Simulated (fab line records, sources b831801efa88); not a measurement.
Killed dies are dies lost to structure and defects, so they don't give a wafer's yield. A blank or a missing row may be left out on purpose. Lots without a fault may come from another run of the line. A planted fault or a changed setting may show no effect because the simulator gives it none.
Which tool did it? | flow sky130 | 14 lots, 42 wafers sampled, at 4 steps of a route of 708

WHAT THE GAUGES READ, wafer by wafer
SKY_LDD_P_CD_MEAS_07: target cd 380 nm. Usual: cd_nm 379.9 nm, standard deviation 2.6.
lot  | measured     | on        | cd_nm (nm)        | flag
L968 | day 18 23:07 | cd_sem-01 | 381.2 379.4 378.6 |
L969 | day 19 03:18 | cd_sem-01 | 380.5 381.7 381.8 |
L971 | day 20 02:45 | cd_sem-01 | 376.5 375.4 378.9 |
L972 | day 20 04:37 | cd_sem-02 | 379.3 379.7 382.1 |
L973 | day 21 00:01 | cd_sem-01 | 378.3 376.9 377.6 |
L975 | day 21 20:37 | cd_sem-01 | 378.4 380.1 379.6 |
L976 | day 22 05:52 | cd_sem-02 | 378.4 380.5 380.9 |
L981 | day 24 04:28 | cd_sem-01 | 380.3 381.2 377.7 |
L982 | day 24 05:05 | cd_sem-01 | 381.8 379.1 379.8 |
L983 | day 25 02:45 | cd_sem-02 | 374.0 376.0 376.3 |
L987 | day 26 04:46 | cd_sem-01 | 386.1 383.6 384.3 |
L989 | day 26 12:23 | cd_sem-01 | 374.2 372.8 376.1 |
L990 | day 26 18:07 | cd_sem-01 | 379.8 380.7 379.3 |
L991 | day 27 19:55 | cd_sem-01 | 384.2 382.7 379.9 |

SKY_LDD_HVN_OVL_MEAS_07. Usual: LDD_HVN_OVL 1.6 nm, standard deviation 1.1.
lot  | measured     | on         | LDD_HVN_OVL (nm) | flag
L968 | day 20 05:52 | overlay-02 | 1.2 0.8 0.5      |
L969 | day 20 09:42 | overlay-02 | 0.3 1.2 1.7      |
L971 | day 21 09:54 | overlay-01 | -0.6 -0.4 1.0    |
L972 | day 21 10:43 | overlay-02 | 0.5 0.2 0.6      |
L973 | day 22 06:45 | overlay-01 | 2.5 1.0 3.3      |
L975 | day 23 03:13 | overlay-01 | 1.9 2.0 1.8      |
L976 | day 23 12:32 | overlay-02 | 4.4 3.0 3.6      |
L981 | day 25 09:51 | overlay-02 | 1.3 0.3 0.1      |
L982 | day 25 10:22 | overlay-01 | 0.2 -0.2 1.6     |
L983 | day 26 08:13 | overlay-01 | -0.7 -0.1 -0.4   |
L987 | day 27 09:54 | overlay-01 | -0.6 2.0 1.5     |
L989 | day 27 17:22 | overlay-01 | 1.3 0.1 2.6      |
L990 | day 27 23:33 | overlay-01 | 1.7 2.2 2.5      |
L991 | day 29 00:10 | overlay-01 | 1.5 1.8 1.0      |

WHICH TOOL RAN EACH LOT (tool, then ch and the chambers of the sampled wafers, then the start)
lot  | SKY_POLY_GATE_ETCH_16              | SKY_LDD_N_IMPLANT_12
L968 | rie_diel-02 ch 0,1, day 16 09:05   | implanter-01 ch 0, day 17 16:18
L969 | rie_diel-04 ch 1,2, day 16 13:23   | implanter-02 ch 0, day 17 20:20
L971 | rie_diel-02 ch 0,1,2, day 17 07:11 | implanter-01 ch 0, day 18 19:23
L972 | rie_diel-02 ch 0,1,2, day 17 11:41 | implanter-01 ch 0, day 18 20:58
L973 | rie_diel-02 ch 1,2,3, day 18 07:47 | implanter-01 ch 0, day 19 17:07
L975 | rie_diel-04 ch 0,1,2, day 19 05:59 | implanter-04 ch 0, day 20 14:17
L976 | rie_diel-02 ch 0,3, day 19 10:59   | implanter-02 ch 0, day 20 23:21
L981 | rie_diel-02 ch 0,2,3, day 21 12:05 | implanter-04 ch 0, day 22 22:10
L982 | rie_diel-04 ch 0,2, day 21 12:11   | implanter-01 ch 0, day 22 22:27
L983 | rie_diel-04 ch 0,1, day 22 12:20   | implanter-01 ch 0, day 23 20:39
L987 | rie_diel-04 ch 0,2,3, day 23 16:08 | implanter-04 ch 0, day 24 23:12
L989 | rie_diel-03 ch 2,3, day 23 22:53   | implanter-04 ch 0, day 25 06:31
L990 | rie_diel-04 ch 1,2,3, day 24 05:38 | implanter-02 ch 0, day 25 12:33
L991 | rie_diel-02 ch 0,2,3, day 25 06:44 | implanter-01 ch 0, day 26 14:12
- SKY_POLY_GATE_ETCH_16: etches Si3N4 in CH3F/O2, stops on poly-Si, time 147.5 s, target depth 75 nm.
- SKY_LDD_N_IMPLANT_12

WHAT THE TOOLS THEMSELVES READ (means of the sampled wafers that have a number; where no wafer has one, the mark that the record gives instead)
SKY_POLY_GATE_ETCH_16. Usual: drypump_motor_current_A 5.8 A, standard deviation 0.39; oes_product_au 0.640 a.u., standard deviation 0.0052; rf_fwd_power_W 398.4 W, standard deviation 1.4; throttle_valve_pct 10.535 %, standard deviation 0.0083.
lot  | tool        | drypump_motor_current_A (A) | oes_product_au (a.u.) | rf_fwd_power_W (W) | throttle_valve_pct (%) | flag
L968 | rie_diel-02 | 5.6                         | 0.641                 | 399.7              | 10.536                 |
L969 | rie_diel-04 | 5.6                         | 0.634                 | 398.8              | 10.533                 |
L971 | rie_diel-02 | 5.5                         | 0.640                 | 398.4              | 10.535                 |
L972 | rie_diel-02 | 5.5                         | 0.643                 | 399.0              | 10.540                 |
L973 | rie_diel-02 | 5.4                         | 0.637                 | 399.2              | 10.540                 |
L975 | rie_diel-04 | 5.9                         | 0.636                 | 398.3              | 10.538                 |
L976 | rie_diel-02 | 5.7                         | 0.645                 | 398.4              | 10.541                 |
L981 | rie_diel-02 | 5.6                         | 0.637                 | 398.9              | 10.538                 |
L982 | rie_diel-04 | 6.2                         | 0.636                 | 397.9              | 10.525                 |
L983 | rie_diel-04 | 5.7                         | 0.636                 | 399.5              | 10.537                 |
L987 | rie_diel-04 | 5.9                         | 0.647                 | 398.4              | 10.539                 |
L989 | rie_diel-03 | 6.5                         | 0.642                 | 398.4              | 10.542                 |
L990 | rie_diel-04 | 5.6                         | 0.639                 | 398.1              | 10.527                 |
L991 | rie_diel-02 | 5.5                         | 0.641                 | 397.3              | 10.528                 |

SKY_LDD_N_IMPLANT_12. Usual: beam_energy_keV 49.999, standard deviation 0.014; dose_ions_cm2 4.999e+12, standard deviation 5.5e+09; faraday_current_uA 28.2, standard deviation 0.59; rotation_deg 0.000 degrees, standard deviation 0.024.
lot  | tool         | beam_energy_keV | dose_ions_cm2 | faraday_current_uA | rotation_deg (degrees) | flag
L968 | implanter-01 | 50.001          | 4.999e+12     | 27.9               | 0.016                  |
L969 | implanter-02 | 49.994          | 4.996e+12     | 27.5               | -0.016                 |
L971 | implanter-01 | 50.011          | 5.002e+12     | 28.1               | 0.020                  |
L972 | implanter-01 | 50.013          | 4.997e+12     | 27.9               | -0.021                 |
L973 | implanter-01 | 50.004          | 4.996e+12     | 28.2               | 0.008                  |
L975 | implanter-04 | 49.997          | 5.005e+12     | 28.3               | 0.022                  |
L976 | implanter-02 | 50.005          | 4.998e+12     | 27.9               | -0.002                 |
L981 | implanter-04 | 49.989          | 4.998e+12     | 28.6               | 0.000                  |
L982 | implanter-01 | 50.001          | 7.159e+12     | 40.8               | 0.032                  | OFF
L983 | implanter-01 | 50.007          | 7.169e+12     | 40.5               | 0.017                  | OFF
L987 | implanter-04 | 50.004          | 4.997e+12     | 28.3               | -0.012                 |
L989 | implanter-04 | 50.001          | 4.995e+12     | 28.1               | -0.006                 |
L990 | implanter-02 | 49.992          | 4.997e+12     | 28.3               | -0.011                 |
L991 | implanter-01 | 50.014          | 5.000e+12     | 27.9               | -0.005                 |

THE ANSWER, worked out from the rows above alone
Rule: a lot is off if the mean of its wafers that have a number lies more than 3 standard deviations from the usual mean. A lot without any number at a reading at which 4 lots or more have one is off too. The other lots that the step has rows for count as sound. The gauges are gone through in route order, then the tools' own readings, and for those a lot's mean is taken as printed above. The first step at which some lot is off is used, and at that step the reading that is off furthest; a lot without a number counts as furthest.
Off: L982, L983, at SKY_LDD_N_IMPLANT_12 (dose_ions_cm2).
A tool fits if, at that step or a process step before it, it ran every lot that is off, and no sound lot after the first of them. None of those tried fits.

WHAT THE SIMULATOR HAD PUT IN
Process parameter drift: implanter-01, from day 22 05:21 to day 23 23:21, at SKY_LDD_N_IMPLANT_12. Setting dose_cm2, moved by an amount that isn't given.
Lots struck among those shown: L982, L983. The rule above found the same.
